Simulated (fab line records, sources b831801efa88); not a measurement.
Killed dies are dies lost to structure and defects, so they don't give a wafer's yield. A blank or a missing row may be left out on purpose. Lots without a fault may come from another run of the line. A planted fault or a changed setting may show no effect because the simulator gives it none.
Which tool did it? | flow sky130 | 12 lots, 36 wafers sampled, at 4 steps of a route of 708

WHAT THE GAUGES READ, wafer by wafer
SKY_VIA3_THK_MEAS_01.
lot  | measured     | on            | VIA3_HDPCVD_THK (nm)
L849 | day 38 12:44 | film_metro-01 | 1635 1616 1631
L851 | day 39 09:28 | film_metro-04 | 1625 1621 1635
L854 | day 40 06:47 | film_metro-03 | 1630 1658 1635
L855 | day 40 18:43 | film_metro-01 | 1608 1637 1615
L858 | day 41 11:05 | film_metro-01 | 3242 3252 3249
L861 | day 42 10:02 | film_metro-04 | 3299 3247 3280
L863 | day 42 19:17 | film_metro-03 | 3258 3202 3241
L867 | day 43 18:11 | film_metro-04 | 1643 1642 1621
L866 | day 43 19:35 | film_metro-04 | 1609 1638 1628
L868 | day 43 22:25 | film_metro-04 | 1628 1630 1624
L869 | day 44 14:08 | film_metro-03 | 1684 1649 1654
L872 | day 45 10:58 | film_metro-03 | 1661 1625 1618

WHICH TOOL RAN EACH LOT (tool, then ch and the chambers of the sampled wafers, then the start)
lot  | SKY_METAL3_SPUTTER_00        | SKY_METAL3_SPUTTER_01        | SKY_VIA3_HDPCVD_00
L849 | pvd_sputter-01, day 36 05:48 | pvd_sputter-01, day 36 05:49 | hdpcvd-01 ch 0,1,2, day 38 12:34
L851 | pvd_sputter-02, day 37 02:59 | pvd_sputter-02, day 37 03:01 | hdpcvd-02 ch 1,2, day 39 09:17
L854 | pvd_sputter-04, day 38 02:54 | pvd_sputter-04, day 38 02:55 | hdpcvd-01 ch 0,1,2, day 40 06:37
L855 | pvd_sputter-01, day 38 14:35 | pvd_sputter-01, day 38 14:37 | hdpcvd-01 ch 0,1,2, day 40 18:33
L858 | pvd_sputter-04, day 39 07:06 | pvd_sputter-04, day 39 07:07 | hdpcvd-01 ch 0,2, day 41 10:35
L861 | pvd_sputter-02, day 40 08:54 | pvd_sputter-02, day 40 08:55 | hdpcvd-01 ch 0,1,2, day 42 09:32
L863 | pvd_sputter-04, day 40 16:35 | pvd_sputter-04, day 40 16:37 | hdpcvd-01 ch 0,2, day 42 18:47
L867 | pvd_sputter-01, day 41 17:11 | pvd_sputter-01, day 41 17:13 | hdpcvd-02 ch 0,1,2, day 43 18:01
L866 | pvd_sputter-02, day 41 18:31 | pvd_sputter-02, day 41 18:32 | hdpcvd-02 ch 0,2, day 43 19:25
L868 | pvd_sputter-02, day 41 21:08 | pvd_sputter-02, day 41 21:09 | hdpcvd-02 ch 0,2, day 43 22:14
L869 | pvd_sputter-04, day 42 13:49 | pvd_sputter-04, day 42 13:50 | hdpcvd-01 ch 1,2, day 44 13:56
L872 | pvd_sputter-02, day 43 12:42 | pvd_sputter-02, day 43 12:43 | hdpcvd-01 ch 0,1, day 45 10:47
- SKY_METAL3_SPUTTER_00: material Ti, target thk 15 nm, time 10 s.
- SKY_METAL3_SPUTTER_01: material TiN, target thk 20 nm, time 16.7 s.
- SKY_VIA3_HDPCVD_00: deposits SiO2, target thk 1635 nm, time 272.5 s.

WHAT THE TOOLS THEMSELVES READ (means of the sampled wafers that have a number; where no wafer has one, the mark that the record gives instead)
SKY_METAL3_SPUTTER_00.
lot  | tool           | throttle_valve_pct (%)
L849 | pvd_sputter-01 | 30.2
L851 | pvd_sputter-02 | 31.0
L854 | pvd_sputter-04 | 29.3
L855 | pvd_sputter-01 | 30.7
L858 | pvd_sputter-04 | 28.9
L861 | pvd_sputter-02 | 31.5
L863 | pvd_sputter-04 | 29.2
L867 | pvd_sputter-01 | 29.5
L866 | pvd_sputter-02 | 31.0
L868 | pvd_sputter-02 | 31.0
L869 | pvd_sputter-04 | 29.6
L872 | pvd_sputter-02 | 31.0

SKY_METAL3_SPUTTER_01.
lot  | tool           | throttle_valve_pct (%)
L849 | pvd_sputter-01 | 30.2
L851 | pvd_sputter-02 | 31.0
L854 | pvd_sputter-04 | 29.2
L855 | pvd_sputter-01 | 30.5
L858 | pvd_sputter-04 | 29.1
L861 | pvd_sputter-02 | 31.5
L863 | pvd_sputter-04 | 29.1
L867 | pvd_sputter-01 | 29.6
L866 | pvd_sputter-02 | 31.2
L868 | pvd_sputter-02 | 30.8
L869 | pvd_sputter-04 | 29.7
L872 | pvd_sputter-02 | 31.0

SKY_VIA3_HDPCVD_00.
lot  | tool      | sih4_flow_sccm (sccm)
L849 | hdpcvd-01 | 60.17
L851 | hdpcvd-02 | 59.81
L854 | hdpcvd-01 | 60.01
L855 | hdpcvd-01 | 60.05
L858 | hdpcvd-01 | 60.07
L861 | hdpcvd-01 | 59.98
L863 | hdpcvd-01 | 59.98
L867 | hdpcvd-02 | 60.05
L866 | hdpcvd-02 | 60.06
L868 | hdpcvd-02 | 60.07
L869 | hdpcvd-01 | 60.04
L872 | hdpcvd-01 | 59.88

THE ANSWER, worked out from the rows above alone
Rule: what is usual is taken from the lots themselves. Put in order of their means at a reading, lots are off if they are a third of the lots or fewer, leave a main group of 4 or more, and stand apart from it by a gap of 3 or more times the standard deviation of the main group's means; of several such gaps the widest counts. A main group whose means are all the same, to the digits that the tables above print for the reading, isn't used. A lot without any number at a reading at which 4 lots or more have one is off too. The other lots that the step has rows for count as sound. The gauges are gone through in route order, then the tools' own readings, and for those a lot's mean is taken as printed above. The first step at which some lot is off is used, and at that step the reading that is off furthest; a lot without a number counts as furthest.
Off: L858, L861, L863, at SKY_VIA3_THK_MEAS_01 (VIA3_HDPCVD_THK). The main group: mean 1633 nm, standard deviation 12.
A tool fits if, at a process step before that reading, it ran every lot that is off, and no sound lot after the first of them. The gauges at SKY_VIA3_THK_MEAS_01 are tried like those tools. None of those tried fits.

WHAT THE SIMULATOR HAD PUT IN
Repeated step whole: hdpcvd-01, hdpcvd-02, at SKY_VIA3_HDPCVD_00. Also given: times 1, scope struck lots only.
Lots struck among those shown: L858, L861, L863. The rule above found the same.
